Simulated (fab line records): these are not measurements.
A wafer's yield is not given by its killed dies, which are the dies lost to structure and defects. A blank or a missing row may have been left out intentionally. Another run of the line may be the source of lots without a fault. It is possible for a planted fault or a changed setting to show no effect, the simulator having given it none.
fab line records	flow gf180mcu
record: lots: 13	wafers: 39	lastDay: 34
route steps=602 shown MIM@504 V5@542
lots untouched by any fault: they come from a run of this same line in which no faults occurred
startH: the number of hours between the record's first day and the start of the first shown wafer of the lot	waitH: hours from the lot's prior step to this one	" same as the row above	L1.1+2: a single row standing in for several wafers	- no value present, or no start provided	* or withheld: withheld	< > ~ a bound
route shown NAME@n: NAME is a module with steps in the file, n the number in the route of the first one	usual: average and standard deviation across the fault-free wafers	same: alike in all rows	chamber/n: place in a boat	sites: per-site readings	_std_site: the standard deviation of these	_edge_site: mean of outer sites minus mean of inner sites	radiusMm: how far each site lies from the wafer's centre	mask NAME#n: copy n	behind: the tool/chamber that last shaped the wafer	hold: why the lot was held/for how many hours/how that ended	device: the n, p or np transistor that did not switch	end of line: at the end of the route, the tests of the same wafers	a step given without rows: its recipe and nothing more	killed: the dies lost at the first sort to structure and to defects; this is not the yield of the wafer	map: a wafer's dies, x killed, . not, _ none there
set.NAME: the setting the step ran with; set.NAME@STEP: the setting that earlier step ran with	model.NAME: the simulator's own value behind a step, which no gauge read
the route's steps for a sample of lots (tables are steps, rows are wafers)
services: from which hour (startH, from the record's first day; less than 0 if before it) a tool's chamber was out of use, for how many hours, and why
== steps ==
step: GF_MIM_SPUTTER_01
recipe: material: TiN	targetThkNm: 30	powerW: 6500	timeS: 25	chamberPressurePa: 0.4
usual: throttleValvePct: 29.9/1.1
lot.wafer	tool	chamber	startH	waitH	throttleValvePct
L180.3	pvdSputter-02	-	579.50	0.1	29.7
L180.4	"	-	"	"	29.9
L180.5	"	-	"	"	29.9
L181.2	pvdSputter-02	-	581.30	0.1	29.0
L181.4	"	-	"	"	29.5
L181.6	"	-	"	"	29.1
L183.1	pvdSputter-01	-	597.10	0.1	32.1
L183.3	"	-	"	"	29.0
L183.6	"	-	"	"	31.6
L182.1	pvdSputter-04	-	600.48	0.1	30.7
L182.4	"	-	"	"	28.9
L182.6	"	-	"	"	28.9
L184.2	pvdSputter-01	-	606.43	0.1	28.7
L184.3	"	-	"	"	30.2
L184.5	"	-	"	"	30.1
L186.1	pvdSputter-04	-	628.69	0.1	30.3
L186.3	"	-	"	"	30.8
L186.4	"	-	"	"	29.0
L187.2	pvdSputter-04	-	638.52	0.1	30.2
L187.3	"	-	"	"	31.8
L187.6	"	-	"	"	32.0
L189.1	pvdSputter-02	-	647.07	0.1	29.7
L189.5	"	-	"	"	29.8
L189.6	"	-	"	"	29.1
L190.1	pvdSputter-01	-	653.30	0.1	29.0
L190.3	"	-	"	"	31.8
L190.6	"	-	"	"	28.8
L196.2	pvdSputter-04	-	685.70	0.1	29.0
L196.3	"	-	"	"	31.6
L196.6	"	-	"	"	30.2
L198.3	pvdSputter-01	-	698.43	0.1	31.8
L198.5	"	-	"	"	29.0
L198.6	"	-	"	"	30.3
L199.1	pvdSputter-02	-	707.46	0.1	28.3
L199.2	"	-	"	"	29.1
L199.5	"	-	"	"	28.1
L201.1	pvdSputter-04	-	720.06	0.1	30.5
L201.2	"	-	"	"	28.7
L201.4	"	-	"	"	31.6
step: GF_V5_CVD_02
recipe: material: SiO2	targetThkNm: 1450	precursor: TEOS	tempC: 400	timeS: 163.28	rfW: 600
usual: heaterPowerW: 628/90	rfFwdPowerW: 597.5/1.9
lot.wafer	tool	chamber	startH	waitH	heaterPowerW	rfFwdPowerW
L180.3	pecvd-01	2	622.85	0.0	646	595.5
L180.4	"	2	"	"	701	594.1
L180.5	"	1	"	"	590	597.8
L181.2	pecvd-03	2	625.53	0.0	526	599.1
L181.4	"	1	"	"	604	596.2
L181.6	"	2	"	"	574	597.4
L183.1	pecvd-02	0	640.18	0.1	584	595.3
L183.3	"	1	"	"	727	600.3
L183.6	"	1	"	"	788	598.7
L182.1	pecvd-03	1	643.06	0.1	674	599.3
L182.4	"	0	"	"	497	596.4
L182.6	"	2	"	"	565	597.3
L184.2	pecvd-02	1	649.51	0.0	818	597.2
L184.3	"	0	"	"	699	596.2
L184.5	"	0	"	"	572	597.0
L186.1	pecvd-01	1	670.47	0.1	534	599.5
L186.3	"	2	"	"	718	595.5
L186.4	"	2	"	"	611	597.4
L187.2	pecvd-03	0	678.43	0.0	573	598.1
L187.3	"	1	"	"	748	594.3
L187.6	"	1	"	"	777	598.2
L189.1	pecvd-03	1	687.37	0.1	761	598.1
L189.5	"	1	"	"	634	596.5
L189.6	"	2	"	"	458	596.9
L190.1	pecvd-03	1	692.80	0.1	765	597.8
L190.3	"	2	"	"	511	600.1
L190.6	"	2	"	"	569	598.4
L196.2	pecvd-01	0	723.99	0.0	654	594.7
L196.3	"	1	"	"	605	596.6
L196.6	"	1	"	"	503	598.2
L198.3	pecvd-01	2	736.80	0.0	627	597.2
L198.5	"	1	"	"	609	598.6
L198.6	"	2	"	"	695	596.7
L199.1	pecvd-02	1	744.59	0.1	821	595.4
L199.2	"	0	"	"	697	597.0
L199.5	"	2	"	"	507	597.9
L201.1	pecvd-02	0	755.67	0.1	644	598.0
L201.2	"	2	"	"	610	596.8
L201.4	"	0	"	"	677	599.0
step: GF_V5_THK_MEAS_03
recipe: reads: SiO2_of_V5_CVD_02
usual: V5_CVD_02_THK: 1445/18
lot.wafer	tool	chamber	startH	waitH	V5_CVD_02_THK[nm]
L180.3	filmMetro-04	-	622.98	0.1	1431
L180.4	"	-	"	"	1439
L180.5	"	-	"	"	1472
L181.2	filmMetro-04	-	625.65	0.1	1434
L181.4	"	-	"	"	1431
L181.6	"	-	"	"	1460
L183.1	filmMetro-02	-	640.29	0.1	1463
L183.3	"	-	"	"	1439
L183.6	"	-	"	"	1454
L182.1	filmMetro-02	-	643.17	0.1	1417
L182.4	"	-	"	"	1477
L182.6	"	-	"	"	1468
L184.2	filmMetro-01	-	649.63	0.1	1409
L184.3	"	-	"	"	1447
L184.5	"	-	"	"	1462
L186.1	filmMetro-02	-	670.58	0.1	1444
L186.3	"	-	"	"	1451
L186.4	"	-	"	"	1450
L187.2	filmMetro-02	-	678.55	0.1	1421
L187.3	"	-	"	"	1421
L187.6	"	-	"	"	1445
L189.1	filmMetro-01	-	687.47	0.1	1425
L189.5	"	-	"	"	1456
L189.6	"	-	"	"	1461
L190.1	filmMetro-01	-	692.90	0.1	1421
L190.3	"	-	"	"	1423
L190.6	"	-	"	"	1449
L196.2	filmMetro-02	-	724.11	0.1	1783
L196.3	"	-	"	"	1798
L196.6	"	-	"	"	1826
L198.3	filmMetro-02	-	736.92	0.1	1799
L198.5	"	-	"	"	1811
L198.6	"	-	"	"	1827
L199.1	filmMetro-01	-	744.70	0.1	1426
L199.2	"	-	"	"	1444
L199.5	"	-	"	"	1430
L201.1	filmMetro-02	-	755.78	0.1	1466
L201.2	"	-	"	"	1459
L201.4	"	-	"	"	1487
step: GF_V5_CD_MEAS_14
recipe: targetCdNm: 260
usual: cdNm: 260.0/1.1
lot.wafer	tool	chamber	startH	waitH	cdNm
L180.3	cdSem-01	-	643.76	0.1	260.0
L180.4	"	-	"	"	259.4
L180.5	"	-	"	"	260.6
L181.2	cdSem-02	-	646.83	0.1	260.2
L181.4	"	-	"	"	260.9
L181.6	"	-	"	"	260.3
L183.1	cdSem-01	-	660.37	0.1	258.9
L183.3	"	-	"	"	258.5
L183.6	"	-	"	"	260.5
L182.1	cdSem-01	-	663.02	0.1	259.3
L182.4	"	-	"	"	259.7
L182.6	"	-	"	"	259.1
L184.2	cdSem-01	-	669.18	0.1	258.4
L184.3	"	-	"	"	259.1
L184.5	"	-	"	"	259.7
L186.1	cdSem-01	-	689.76	0.1	258.4
L186.3	"	-	"	"	258.5
L186.4	"	-	"	"	259.6
L187.2	cdSem-01	-	697.58	0.1	258.9
L187.3	"	-	"	"	259.3
L187.6	"	-	"	"	259.8
L189.1	cdSem-02	-	706.46	0.1	259.3
L189.5	"	-	"	"	257.9
L189.6	"	-	"	"	259.8
L190.1	cdSem-02	-	711.61	0.1	262.0
L190.3	"	-	"	"	260.0
L190.6	"	-	"	"	261.2
L196.2	cdSem-01	-	742.41	0.2	259.4
L196.3	"	-	"	"	258.8
L196.6	"	-	"	"	257.8
L198.3	cdSem-02	-	754.30	0.1	260.4
L198.5	"	-	"	"	260.5
L198.6	"	-	"	"	260.4
L199.1	cdSem-02	-	762.61	0.1	261.2
L199.2	"	-	"	"	260.8
L199.5	"	-	"	"	261.5
L201.1	cdSem-02	-	772.31	0.1	259.7
L201.2	"	-	"	"	259.2
L201.4	"	-	"	"	258.0
step: GF_V5_SPUTTER_21
recipe: material: Ti	targetThkNm: 15	chamberPressurePa: 5	powerW: 2500	substrateTempC: 200	timeS: 80.02
usual: throttleValvePct: 30.0/1.1
lot.wafer	tool	chamber	startH	waitH	throttleValvePct
L180.3	pvdSputter-04	-	644.61	0.0	30.1
L180.4	"	-	"	"	30.7
L180.5	"	-	"	"	30.8
L181.2	pvdSputter-04	-	647.70	0.0	28.8
L181.4	"	-	"	"	30.4
L181.6	"	-	"	"	30.7
L183.1	pvdSputter-01	-	661.24	0.0	28.8
L183.3	"	-	"	"	28.7
L183.6	"	-	"	"	30.2
L182.1	pvdSputter-03	-	663.86	0.0	30.3
L182.4	"	-	"	"	28.8
L182.6	"	-	"	"	28.8
L184.2	pvdSputter-03	-	670.09	0.0	30.4
L184.3	"	-	"	"	28.5
L184.5	"	-	"	"	30.1
L186.1	pvdSputter-01	-	690.61	0.0	30.2
L186.3	"	-	"	"	31.6
L186.4	"	-	"	"	28.7
L187.2	pvdSputter-03	-	698.40	0.0	29.3
L187.3	"	-	"	"	30.4
L187.6	"	-	"	"	30.3
L189.1	pvdSputter-04	-	707.31	0.0	30.1
L189.5	"	-	"	"	31.8
L189.6	"	-	"	"	28.8
L190.1	pvdSputter-03	-	712.47	0.0	29.4
L190.3	"	-	"	"	30.4
L190.6	"	-	"	"	30.3
L196.2	pvdSputter-01	-	743.23	0.0	28.9
L196.3	"	-	"	"	32.0
L196.6	"	-	"	"	28.9
L198.3	pvdSputter-01	-	755.11	0.0	28.8
L198.5	"	-	"	"	28.9
L198.6	"	-	"	"	32.0
L199.1	pvdSputter-04	-	763.46	0.0	31.8
L199.2	"	-	"	"	30.4
L199.5	"	-	"	"	31.8
L201.1	pvdSputter-01	-	773.16	0.0	28.7
L201.2	"	-	"	"	32.0
L201.4	"	-	"	"	30.5
== services ==
tool	chamber	startH	hours	kind
pvdSputter-02	-	557.11	2.1	repair
pecvd-01	0	558.82	4.0	repair
pvdSputter-01	-	563.85	2.2	repair
pvdSputter-01	-	579.32	12.1	repair
pecvd-03	-	590.69	5.5	pm
pecvd-03	-	596.15	14.0	pm
pecvd-03	0	596.15	14.0	ventCycle
pvdSputter-01	3	606.55	-	consumableReplace:kit
pvdSputter-01	3	606.55	18.0	scheduledDown
pvdSputter-01	3	606.55	18.0	ventCycle
pvdSputter-04	2	606.74	-	consumableReplace:kit
pvdSputter-04	2	606.74	18.0	scheduledDown
pvdSputter-04	2	606.74	18.0	ventCycle
pvdSputter-02	-	607.57	2.9	repair
pecvd-03	-	610.15	14.6	pm
pvdSputter-02	-	660.69	7.4	repair
pvdSputter-04	-	689.50	5.0	repair
pvdSputter-04	-	695.57	4.4	repair
pvdSputter-03	-	708.46	1.6	repair
pvdSputter-01	2	741.39	-	consumableReplace:kit
pvdSputter-01	2	741.39	18.0	scheduledDown
pvdSputter-01	2	741.39	18.0	ventCycle
pecvd-03	-	760.97	3.5	repair
pecvd-01	1	761.75	4.9	repair
== key ==
firstSign: step: GF_V5_THK_MEAS_03	reading: V5_CVD_02_THK	direction: up	sigmas: 20	usual: 1445	struck: 1807
effect none on later readings
metAt GF_V5_CVD_02
struckLots L196,L198
notActingAt GF_MIM_SPUTTER_01,GF_V5_CD_MEAS_14,GF_V5_SPUTTER_21
onsetBetween 670.47 723.99
fault: kind: processParameterDrift	tool: pecvd-01	chamber: -	onsetH: 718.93	steps: GF_V5_CVD_02	channel: targetThkNm	offset: 364.99	shape: step	endH: 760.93	actsIn: theseRecipesOnly	stated: 1450
